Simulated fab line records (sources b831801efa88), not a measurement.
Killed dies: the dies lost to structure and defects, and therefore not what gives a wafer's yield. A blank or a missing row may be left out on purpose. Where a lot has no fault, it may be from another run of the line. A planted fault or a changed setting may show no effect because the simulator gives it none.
A struck lot beside a sound one	flow gf180mcu	15 out of 602 route steps
Sound: wafers L743.2, L743.3, L743.6. Wafers struck: L754.2, L754.4, L754.6. The cause is named last.
Order at every step that has rows: each side's tool, ch and its chambers, its first start. Under that, the readings that differ: sound wafers	struck wafers	difference of the means	sigmas: that difference in standard deviations of wafers without a fault.
alike: words and numbers the same on both sides, and readings whose means are apart by under 2 such deviations; not compared: readings that were withheld, readings missing a value for some wafer, numbers with overlapping values and no deviation given by the record, and bounds like >300 which may hide the same value.
A row with sigmas, a row that says differs or no value, or rows on one side alone: a step with any of these is where the two part. Non-overlapping numbers with no deviation appear without sigmas and do not part them. A reading that every wafer of one side lacks parts them only if that side has two wafers or more.

first, 3 steps without rows for these wafers: GF_V3_STRIP_18 (strips in O2/N2); GF_V3_STRIP_19 (strips in post etch residue remover, time 1200 s); GF_V3_CLEAN_20 (cleans in DIW).
GF_V3_SPUTTER_21: material Ti, target thk 15 nm, time 80.02 s.
  sound on pvd-sputter-01, day 24 03:07; struck on pvd-sputter-01, day 27 19:40
  alike: cathode-dc-power-W, throttle-valve-pct
GF_V3_SPUTTER_22: material TiN, target thk 10 nm, time 40 s.
  sound on pvd-sputter-01, day 24 03:10; struck on pvd-sputter-01, day 27 19:43
  alike: cathode-dc-power-W, throttle-valve-pct
GF_V3_CVD_23: deposits W, target thk 350 nm, time 104.9 s.
  sound on cvd-w-02 ch 0,1, day 24 03:13; struck on cvd-w-02 ch 0,1, day 27 19:46
  alike: chamber-pressure-Torr, heater-power-w
GF_V3_RS_MEAS_24: the measuring method here is four-point-probe.
  sound on film-metro-04, day 24 03:20; struck on film-metro-02, day 27 19:54
  alike: V3_W_RS
GF_V3_THK_MEAS_25: measures by xrf.
  sound on film-metro-04, day 24 03:27; struck on film-metro-02, day 27 20:01
  alike: V3_W_THK
GF_V3_CMP_26: polishes, stops on SiO2, t overpolish 15 s, target thk 0 nm.
  sound on cmp-01 ch 0,1,3, day 24 03:33; struck on cmp-01 ch 0,1,2, day 27 20:07
  alike: motor-current-A, overpolish-run-s, slurry-filter-dp-kPa, time-to-endpoint-s
GF_M4_SPUTTER_00: material Ti, target thk 37.5 nm, time 150 s.
  sound on pvd-sputter-04, day 24 03:48; struck on pvd-sputter-04, day 27 20:22
  alike: cathode-dc-power-W, throttle-valve-pct
then, 2 steps without rows for these wafers: GF_M4_SPUTTER_01 (material TiN, target thk 30 nm, time 25 s); GF_M4_SPUTTER_02 (material AlCu, target thk 450 nm, time 23.9 s).
GF_M4_SPUTTER_03: material Ti, target thk 10 nm, time 6.7 s.
  sound on pvd-sputter-04, day 24 03:58; struck on pvd-sputter-04, day 27 20:31
reading	sound	struck	difference	sigmas
cathode-dc-power-W (W)	2999.9 3000.0 3000.0	3088.6 3088.6 3087.7	+88.3	+99 or more
model.Ti_of_M4_SPUTTER_03.thk-nm (nm)	9.913 10.26 9.944	10.38 10.39 10.49	+0.38	
  alike: throttle-valve-pct
then, 2 steps without rows for these wafers: GF_M4_SPUTTER_04 (material TiN, target thk 50 nm, time 41.7 s); GF_PASSIVATION_PROBE_99.

## WHERE THEY PART
Within this record, at GF_M4_SPUTTER_03 only.

WHY: whatever the simulator had introduced
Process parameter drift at GF_M4_SPUTTER_03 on pvd-sputter-04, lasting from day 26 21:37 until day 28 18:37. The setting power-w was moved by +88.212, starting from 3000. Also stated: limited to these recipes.
